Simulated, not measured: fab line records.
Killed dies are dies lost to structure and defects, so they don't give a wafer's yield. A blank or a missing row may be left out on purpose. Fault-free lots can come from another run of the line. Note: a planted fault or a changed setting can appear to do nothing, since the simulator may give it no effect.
The same fault as seen by 2 desks + flow gf180mcu + what lay behind the numbers comes last; until then each desk has only its own

FROM THE METROLOGY DESK
What the gauges read, lot by lot, whatever tool the lot ran on: means of the sampled wafers that have a number. If a lot's mean is further than 4 standard deviations from the usual mean, the lot is out of limits and carries the mark OUT (the distance appears in the brackets).
Columns: A = cd nm at GF_POLY_GATE_CD_MEAS_10, usual 280.6 nm; B = cd nm at GF_NSD_CD_MEAS_07, usual 399.7 nm; C = SAB_CVD_00_THK at GF_SAB_THK_MEAS_01, usual 49.9 nm
| lot  | first seen here | A     | B     | C    |
|------|-----------------|-------|-------|------|
| L205 | day 9 15:23     | 280.8 | 403.2 | 49.3 |
| L206 | day 9 16:24     | 281.6 | 397.7 | 49.6 |
| L207 | day 9 21:55     | 282.4 | 397.4 | 49.8 |
| L208 | day 10 16:27    | 280.3 | 399.0 | 50.2 |
| L210 | day 11 07:35    | 279.3 | 401.7 | 50.1 |
| L217 | day 13 03:42    | 280.6 | 397.1 | 49.1 |
| L218 | day 13 12:54    | 281.4 | 396.8 | 49.9 |
| L219 | day 13 15:06    | 280.8 | 399.4 | 50.1 |
| L221 | day 14 08:09    | 278.9 | 401.2 | 49.5 |
| L223 | day 14 19:45    | 282.4 | 395.5 | 50.3 |
| L224 | day 15 12:49    | 279.1 | 400.2 | 50.1 |
| L225 | day 15 13:38    | 281.7 | 402.4 | 49.8 |
| L226 | day 15 23:02    | 280.1 | 404.0 | 49.4 |
Result from this desk: across the 13 lots, nothing is out of limits.

THE TOOL OWNER'S DESK: litho track-03
The tool's own readings at GF_DUAL_GATE_COAT_06 (resist thk 1000 nm): means of the sampled wafers that have a number, for each lot that ran on this tool. If a lot's mean is further than 4 standard deviations from the usual mean, the lot is out of limits and carries the mark OUT (the distance appears in the brackets).
Columns: A = spin speed rpm at GF_DUAL_GATE_COAT_06, usual 3000.3 rpm
| lot  | first seen here | A                        |
|------|-----------------|--------------------------|
| L206 | day 8 11:44     | 2999.7                   |
| L207 | day 8 17:13     | 2631.3 (-99 or more) OUT |
| L208 | day 9 08:38     | 2629.7 (-99 or more) OUT |
| L219 | day 12 06:14    | 3001.3                   |
| L225 | day 14 02:05    | 2999.7                   |
| L226 | day 14 10:59    | 3001.3                   |
This desk's finding: out of limits on L207, L208; first on L207, day 8 17:13 (spin speed rpm at GF_DUAL_GATE_COAT_06). Within limits: L206, L219, L225, L226.

PUT TOGETHER
The tool owner's desk had the chance to raise an alarm at day 8 17:13 on L207, L208.
From the metrology desk's view, nothing was out of limits.
The metrology desk holds a record of L207, L208, inside its limits.
Of the lots named, all ran GF_DUAL_GATE_COAT_06 on litho track-03.

WHAT THE SIMULATOR HAD PUT IN
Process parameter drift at GF_DUAL_GATE_COAT_06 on litho track-03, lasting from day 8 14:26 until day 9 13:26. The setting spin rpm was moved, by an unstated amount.
Lots struck among those shown: L207, L208.
Time in hours from fault onset to the first out-of-limits reading at each desk: the tool owner's desk, 3.
